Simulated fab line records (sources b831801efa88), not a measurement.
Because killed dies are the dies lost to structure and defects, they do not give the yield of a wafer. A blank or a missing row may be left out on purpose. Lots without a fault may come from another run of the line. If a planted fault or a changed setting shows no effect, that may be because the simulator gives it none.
2 desks looking at one fault | flow sky130 | numbers are kept per desk, each desk with only its own; the story behind them comes last

THE METROLOGY DESK
Means of the sampled wafers that have a number, per lot and without regard to the tool the lot ran on: this is what the gauges read. Any lot whose mean is over 4 standard deviations away from the usual mean is out of limits and marked OUT; that distance is given in the brackets.
Columns: A = VIA3_OVL at SKY_VIA3_OVL_MEAS_13, usual -1 nm; B = VIA3_W_RS at SKY_VIA3_RS_MEAS_22, usual 0.296 ohm/sq; C = VIA3_W_THK at SKY_VIA3_THK_MEAS_23, usual 376 nm; D = CAP2M_TIN_RS at SKY_CAP2M_RS_MEAS_03, usual 6.91 ohm/sq
lot  | first seen here | A  | B                       | C             | D
L250 | day 39 17:45    | 0  | 0.298                   | 366           | 6.98
L251 | day 40 02:34    | -4 | 0.295                   | 375           | 6.86
L253 | day 40 14:54    | -2 | 0.294                   | 376           | 6.83
L254 | day 41 03:27    | -5 | 0.295                   | 383           | 6.94
L255 | day 41 14:36    | 2  | 0.294                   | 376           | 6.90
L256 | day 41 17:12    | -7 | 0.301                   | 367           | 6.79
L262 | day 43 12:26    | 2  | 1.109 (+99 or more) OUT | 104 (-37) OUT | 6.85
L265 | day 44 13:05    | 4  | 0.294                   | 380           | 6.95
L266 | day 45 02:12    | 2  | 1.105 (+99 or more) OUT | 105 (-37) OUT | 6.97
L271 | day 45 23:08    | -3 | 0.293                   | 377           | 6.93
Per this desk, out of limits: L262, L266; the first was L262, day 43 13:22 (VIA3_W_RS at SKY_VIA3_RS_MEAS_22). Within limits: L250, L251, L253, L254, L255, L256, L265, L271.

TOOL OWNER'S DESK, cvdW-02
The tool's own readings at SKY_VIA3_CVD_21 (deposits W, target thk 390 nm, time 117.31 s): means of the sampled wafers that have a number, for each lot that ran on this tool. Any lot whose mean is over 4 standard deviations away from the usual mean is out of limits and marked OUT; that distance is given in the brackets.
Columns: A = heaterPowerW at SKY_VIA3_CVD_21, usual 841 W; B = susceptorTempC at SKY_VIA3_CVD_21, usual 400.03 C
lot  | first seen here | A   | B
L250 | day 39 18:35    | 822 | 399.69
L251 | day 40 03:22    | 820 | 400.00
L253 | day 40 15:41    | 826 | 399.94
L256 | day 41 17:59    | 812 | 399.82
L262 | day 43 13:14    | 799 | 399.97
L266 | day 45 03:05    | 816 | 399.83
This desk found nothing out of limits on any of the 6 lots.

PUT TOGETHER
On L262, L266, the metrology desk was in a position to raise an alarm at day 43 13:22.
The desk of the tool owner found nothing out of limits.
On record at the tool owner's desk: L262, L266, within its limits.
The lots listed all ran SKY_VIA3_CVD_21 on cvdW-02.

WHAT THE SIMULATOR HAD PUT IN
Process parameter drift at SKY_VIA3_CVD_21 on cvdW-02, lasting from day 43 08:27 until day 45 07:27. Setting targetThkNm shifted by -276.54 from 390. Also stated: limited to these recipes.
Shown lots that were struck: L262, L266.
Per desk, hours elapsed from the start of the fault to the first reading out of limits: for the metrology desk, 5.
